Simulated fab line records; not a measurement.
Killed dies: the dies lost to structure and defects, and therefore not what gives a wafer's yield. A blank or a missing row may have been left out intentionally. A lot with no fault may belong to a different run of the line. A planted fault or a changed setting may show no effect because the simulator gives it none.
Which tool was responsible?	flow sky130	Sampling: 13 lots, 39 wafers, 2 of 708 route steps

WHAT THE GAUGES SHOWED, per wafer
SKY_VIA2_THK_MEAS_01.
lot	measured	on	VIA2_HDPCVD_THK (nm)
L217	day 35 05:24	filmMetro-01	1183 1172 1169
L218	day 35 15:15	filmMetro-02	1172 1175 1173
L220	day 36 13:17	filmMetro-02	1196 1192 1204
L221	day 36 21:56	filmMetro-01	1178 1192 1180
L223	day 37 06:41	filmMetro-02	1178 1180 1177
L222	day 37 07:53	filmMetro-02	1198 1194 1200
L227	day 38 14:02	filmMetro-02	1167 832 1161
L233	day 40 15:43	filmMetro-02	1199 1189 1209
L236	day 41 12:16	filmMetro-04	1157 1177 1173
L237	day 41 14:36	filmMetro-04	1187 1194 1199
L238	day 41 20:52	filmMetro-01	1195 1189 1188
L239	day 41 23:37	filmMetro-04	1184 1184 1188
L240	day 42 05:23	filmMetro-01	1174 1189 1181

WHICH TOOL RAN EACH LOT (tool, then ch and the chambers of the sampled wafers, then the start)
lot	SKY_VIA2_HDPCVD_00
L217	hdpcvd-02 ch 0,1,2, day 35 05:16
L218	hdpcvd-02 ch 0,1, day 35 15:07
L220	hdpcvd-01 ch 1,2, day 36 13:09
L221	hdpcvd-01 ch 0,1,2, day 36 21:49
L223	hdpcvd-02 ch 0,1, day 37 06:32
L222	hdpcvd-02 ch 0,1, day 37 07:43
L227	hdpcvd-02 ch 0,2, day 38 13:55
L233	hdpcvd-01 ch 0,2, day 40 15:34
L236	hdpcvd-02 ch 0,1,2, day 41 12:08
L237	hdpcvd-02 ch 0,1,2, day 41 14:28
L238	hdpcvd-02 ch 0,1,2, day 41 20:44
L239	hdpcvd-02 ch 0,1,2, day 41 23:31
L240	hdpcvd-02 ch 0,1,2, day 42 05:17
- SKY_VIA2_HDPCVD_00: deposits SiO2, target thk 1180 nm, time 196.7 s.

AS READ BY THE TOOLS THEMSELVES (means over the sampled wafers that have a number; for cases with no such wafer, the mark the record gives instead)
The record holds no such reading with a usual standard deviation.

THE ANSWER, worked out from the rows above alone
Rule: the lots themselves supply what counts as usual. Put in order of their means at a reading, lots are off if they are a third of the lots or fewer, leave a main group of 4 or more, and stand apart from it by a gap of 3 or more times the standard deviation of the main group's means; of several such gaps the widest counts. A main group whose means are all the same, to the digits that the tables above print for the reading, isn't used. A lot without any number at a reading at which 4 lots or more have one is off too. The other lots that the step has rows for count as sound. The gauges are gone through in route order, then the tools' own readings, and for those a lot's mean is taken as printed above. The first step at which some lot is off is used, and at that step the reading that is off furthest; a lot without a number counts as furthest.
Off: at SKY_VIA2_THK_MEAS_01 (VIA2_HDPCVD_THK), L227. Mean 1185 nm and standard deviation 9.8 in the main group.
If a tool, at a process step before that reading, ran all the lots that are off and no sound lot after the first of them, it fits. Those tools and the gauges at SKY_VIA2_THK_MEAS_01 are tried in the same way. None of those tried fits.

WHAT THE SIMULATOR HAD INSERTED
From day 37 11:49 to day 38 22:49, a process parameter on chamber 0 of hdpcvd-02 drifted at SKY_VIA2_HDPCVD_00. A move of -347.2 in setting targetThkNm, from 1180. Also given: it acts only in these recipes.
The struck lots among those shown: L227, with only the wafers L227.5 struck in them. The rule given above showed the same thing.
